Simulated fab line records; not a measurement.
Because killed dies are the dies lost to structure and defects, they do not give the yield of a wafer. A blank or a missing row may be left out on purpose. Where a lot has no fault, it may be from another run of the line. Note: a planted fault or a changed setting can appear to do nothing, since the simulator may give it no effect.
Problem report in the 8D (eight disciplines) form, filled by code + flow gf180mcu + the parts of the form that need people (team, actions taken, sign-off) are left out

== 1. PROBLEM STATEMENT ==
Wafers free of any fault read 0.0 nm (standard deviation 1.5) for VT_IMPLANT_OVL at GF_VT_IMPLANT_OVL_MEAS_07, against a mean of 158.3 nm on 6 wafers of 2 lots. So: +99 or more standard deviations from the usual mean.
First observed at day 8 16:53: wafer L294.2, on overlay-02. At this step, 42 wafers from 14 lots have a number in the record. The rule behind "out" and "out of limits": a value lying over 4 standard deviations away from the usual mean. The rest of the wafers with a number are treated as sound.

== 2. WHAT THIS IS AND IS NOT ==
| question                    | is                     | is not                                                                                 |
|-----------------------------|------------------------|----------------------------------------------------------------------------------------|
| which readings at this step | VT_IMPLANT_OVL         | -                                                                                      |
| which lots                  | L294, L297             | L282, L284, L285, L286, L287, L288, L289, L291, L300, L301, L303, L304                 |
| which wafers of those lots  | all that have a number | -                                                                                      |
| read on which gauges        | overlay-01, overlay-02 | -                                                                                      |
| when                        | from day 8 16:53       | up to then (24 sound wafers); but 12 sound wafers of L300, L301, L303, L304 came after |

== 3. SUSPECTS, AND WHAT RULES EACH OUT ==
Counting: a tool at any process step up to the reading remains a suspect when it ran all the lots that are out and ran no sound lot after the first of those.
- the gauge at GF_VT_IMPLANT_OVL_MEAS_07 is ruled out. Those wafers that are out were read across 2 gauges (overlay-01, overlay-02).
- plasma_asher-04 at GF_MVSD_STRIP_10 (strips in O2/N2): ruled out as a lasting fault. After its first lot that is out, L294 (day 7 08:54), sound lots L303, L304 ran on it.
- iline_stepper-02 at GF_VT_IMPLANT_EXPOSE_04 (exposes mask LVPWELL LV AREA, target cd 600 nm): kept. All lots that are out passed through it, beginning with L294 at day 8 08:40, and no sound lot followed; its final sound lot before that point was L291 at day 7 13:03.
Remaining after the count: iline_stepper-02 at GF_VT_IMPLANT_EXPOSE_04.

== 4. THE CAUSE (what the simulator had put in) ==
Scanner matching overlay: iline_stepper-02, from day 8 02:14 on, at GF_VT_IMPLANT_EXPOSE_04. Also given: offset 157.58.
The count eliminated every tool but this one.

== 5. THE EFFECT CHAIN, in route order ==
Each row: a reading where the mean over the struck wafers with a number is more than 3 standard deviations away from the usual. Readings are gone through only where the record gives a usual standard deviation; hours: the median, over the lots, of the time from a lot's start at the first step in this table giving one to that lot's start at this step; sigmas: the change measured in usual standard deviations.
| hours | step                      | reading        | usual  | on struck wafers | change | sigmas      |
|-------|---------------------------|----------------|--------|------------------|--------|-------------|
| 0     | GF_VT_IMPLANT_OVL_MEAS_07 | VT_IMPLANT_OVL | 0.0 nm | 158.3            | +158.3 | +99 or more |

== 6. WHAT WOULD HAVE CAUGHT IT SOONER ==
Counted from the fault's start at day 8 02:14, it took 15 hours until the first out-of-limits reading at a measuring or inspecting step in this record, taken at day 8 16:53.
Of the lots that are out (2), L297 began GF_VT_IMPLANT_EXPOSE_04 on iline_stepper-02 after day 8 16:53. It would have been spared by a hold on the tool at that moment.
